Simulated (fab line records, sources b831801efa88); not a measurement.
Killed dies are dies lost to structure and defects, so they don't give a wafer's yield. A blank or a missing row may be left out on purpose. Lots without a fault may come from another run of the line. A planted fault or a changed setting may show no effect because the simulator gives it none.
One fault seen from 2 desks | flow gf180mcu | each desk has only its own numbers; what lay behind them comes last

THE TOOL OWNER'S DESK: plasma_asher-01
The tool's own readings at GF_DUAL_GATE_STRIP_13 (strips in O2/N2): means of the sampled wafers that have a number, for each lot that ran on this tool. A lot is out of limits, marked OUT, if its mean lies more than 4 standard deviations from the usual mean; the brackets give that distance.
Columns: A = drypump_motor_current_A at GF_DUAL_GATE_STRIP_13, usual 6.00 A; B = heater_power_w at GF_DUAL_GATE_STRIP_13, usual 352 W; C = oes_product_au at GF_DUAL_GATE_STRIP_13, usual 0.715 a.u.; D = platen_temp_c at GF_DUAL_GATE_STRIP_13, usual 249.99 C; E = strip_time_to_endpoint_s at GF_DUAL_GATE_STRIP_13, usual 12.64 s
lot  | first seen here | A    | B   | C               | D      | E
L405 | day 8 23:07     | 6.18 | 367 | 0.720           | 249.97 | 12.61
L406 | day 9 00:54     | 6.07 | 371 | 0.717           | 249.95 | 12.64
L407 | day 9 11:02     | 6.19 | 368 | 0.713           | 250.05 | 12.68
L410 | day 10 06:04    | 6.09 | 368 | 0.714           | 249.91 | 12.71
L412 | day 10 23:44    | 6.25 | 360 | 0.717           | 250.06 | 12.62
L421 | day 13 13:13    | 6.19 | 363 | 0.844 (+29) OUT | 250.07 | -
This desk's finding: out of limits on L421; first on L421, day 13 13:13 (oes_product_au at GF_DUAL_GATE_STRIP_13). In limits: L405, L406, L407, L410, L412.

THE METROLOGY DESK
What the gauges read, lot by lot, whatever tool the lot ran on: means of the sampled wafers that have a number. A lot is out of limits, marked OUT, if its mean lies more than 4 standard deviations from the usual mean; the brackets give that distance.
Columns: A = cd_nm at GF_M2_CD_MEAS_14, usual 279.9 nm; B = cd_nm at GF_V2_CD_MEAS_14, usual 259.8 nm
lot  | first seen here | A     | B
L403 | day 19 02:47    | 282.0 | 261.3
L404 | day 19 12:46    | 279.6 | 259.8
L405 | day 19 23:20    | 280.5 | 258.0
L406 | day 20 01:41    | 280.1 | 260.4
L407 | day 20 15:12    | 280.5 | 258.7
L408 | day 21 05:10    | 280.4 | 261.6
L410 | day 21 18:17    | 281.6 | 260.1
L411 | day 22 06:00    | 280.8 | 258.6
L412 | day 22 15:19    | 279.0 | 260.6
L413 | day 22 22:37    | 280.1 | 259.3
L421 | day 25 20:03    | 279.9 | 258.9
L424 | day 26 13:52    | 280.5 | 259.7
L425 | day 27 00:22    | 279.1 | 258.7
This desk's finding: nothing out of limits on any of the 13 lots.

PUT TOGETHER
The tool owner's desk could have raised an alarm at day 13 13:13, on L421.
The metrology desk saw nothing out of limits.
The metrology desk has L421 on record, within its limits.
Of the lots named, all ran GF_DUAL_GATE_STRIP_13 on plasma_asher-01.

WHAT THE SIMULATOR HAD PUT IN
Strip aborted: plasma_asher-01, from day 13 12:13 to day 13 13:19, at GF_DUAL_GATE_STRIP_13. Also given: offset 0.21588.
Lots struck among those shown: L421.
Hours from the fault's start to each desk's first reading out of limits: the tool owner's desk, 1.
